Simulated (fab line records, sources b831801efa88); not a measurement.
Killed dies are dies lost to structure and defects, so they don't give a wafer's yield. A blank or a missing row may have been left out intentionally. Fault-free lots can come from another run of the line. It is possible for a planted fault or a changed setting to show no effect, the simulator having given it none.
Comparing a struck lot with a sound one	flow gf180mcu	19 steps out of a route of 602
Sound: the wafers L693.1, L693.5, L693.6. Wafers L703.1, L703.3, L703.5 were the ones struck. At the end, the cause is stated.
At each step with rows: each side's tool, then ch and its chambers, then its first start. Under that, the readings that differ: sound wafers	struck wafers	difference of the means	sigmas: that difference in standard deviations of wafers without a fault.
alike: same words and numbers on both sides, and readings whose means sit less than 2 such deviations apart. not compared: any withheld reading, any reading some wafer has no value for, any bound like >300 that may hide the same value, and any number with overlapping values for which the record gives no deviation.
The two part at a step that has a row with sigmas, a row that says differs or no value, or rows on one side only. Non-overlapping numbers with no deviation appear without sigmas and do not part them. Lack of a reading on every wafer of one side parts them only where that side has two or more wafers.

first, 1 step without rows for these wafers: GF_HV_LDD_CLEAN_51 (cleans in SC1/SC2, time 150 s).
GF_HV_LDD_RTA_52: time 10 s.
  sound on rtpAnneal-01 ch 0, day 13 02:37; struck on rtpAnneal-01 ch 0, day 16 07:08
  alike: annealTempCMax, chamberO2Ppm, lampPowerPct, wafer_temp_C_max
GF_HV_LDD_RS_MEAS_53: measures by four-point-probe.
  struck on filmMetro-04, day 16 07:11; sound on filmMetro-01, day 13 02:41
  alike: HV_LDD_RS
then, 1 step without rows for these wafers: GF_HV_LDD_CVD_54 (deposits SiO2 from TEOS, target thk 10 nm, time 75 s).
GF_HV_LDD_THK_MEAS_55:
  struck on filmMetro-02, day 16 08:20; sound on filmMetro-04, day 13 03:49
  alike: HV_LDD_CVD_54_THK
then, 1 step without rows for these wafers: GF_HV_LDD_CVD_56 (deposits Si3N4 from DCS/NH3, target thk 90 nm, time 1543 s).
GF_HV_LDD_THK_MEAS_57:
  struck on filmMetro-01, day 16 09:49; sound on filmMetro-04, day 13 05:19
  alike: HV_LDD_CVD_56_THK
GF_HV_LDD_ETCHBACK_58: etches Si3N4 in CH3F/O2, stops on SiO2, time 100 s, target depth 90 nm.
  sound on rieDiel-03 ch 0,2,3, day 13 05:22; struck on rieDiel-04 ch 1,2, day 16 09:53
  alike: drypumpMotorCurrentA, oesProductAu, throttleValvePct
  not compared: rfHoursCounterH
then, 4 steps without rows for these wafers: GF_NSD_DEHYDRATE_00 (time 60 s); GF_NSD_HMDS_01 (prime time 60 s); GF_NSD_COAT_02 (resist thk 1000 nm); GF_NSD_SOFTBAKE_03 (time 60 s).
GF_NSD_EXPOSE_04: exposes mask Nplus, target cd 400 nm.
  sound on ilineStepper-01 ch 0, day 13 15:10; struck on ilineStepper-01 ch 0, day 16 21:18
reading	sound	struck	difference	sigmas
model.NSD.overlayXNm (nm)	-0.5202 -0.5202 -0.5202	139.6 139.6 139.6	+140.1	
  alike: mask, focusOffsetNm
then, 2 steps without rows for these wafers: GF_NSD_PEB_05; GF_NSD_DEVELOP_06 (develop time 60 s).
GF_NSD_CD_MEAS_07 targets a cd of 400 nm.
  struck on cdSem-02, day 17 08:29; sound on cdSem-02, day 14 00:56
  alike: cdNm
GF_NSD_OVL_MEAS_08:
  struck on overlay-02, day 17 08:37; sound on overlay-02, day 14 01:04
reading	sound	struck	difference	sigmas
NSD_OVL (nm)	0.9 0.8 1.2	138.8 140.9 139.1	+138.6	+99 or more
then, 2 steps without rows for these wafers: GF_NSD_IMPLANT_09; GF_PASSIVATION_PROBE_99.

== WHERE THEY PART ==
At GF_NSD_OVL_MEAS_08 and nowhere else, as far as this record goes.

WHY: what the simulator had put in
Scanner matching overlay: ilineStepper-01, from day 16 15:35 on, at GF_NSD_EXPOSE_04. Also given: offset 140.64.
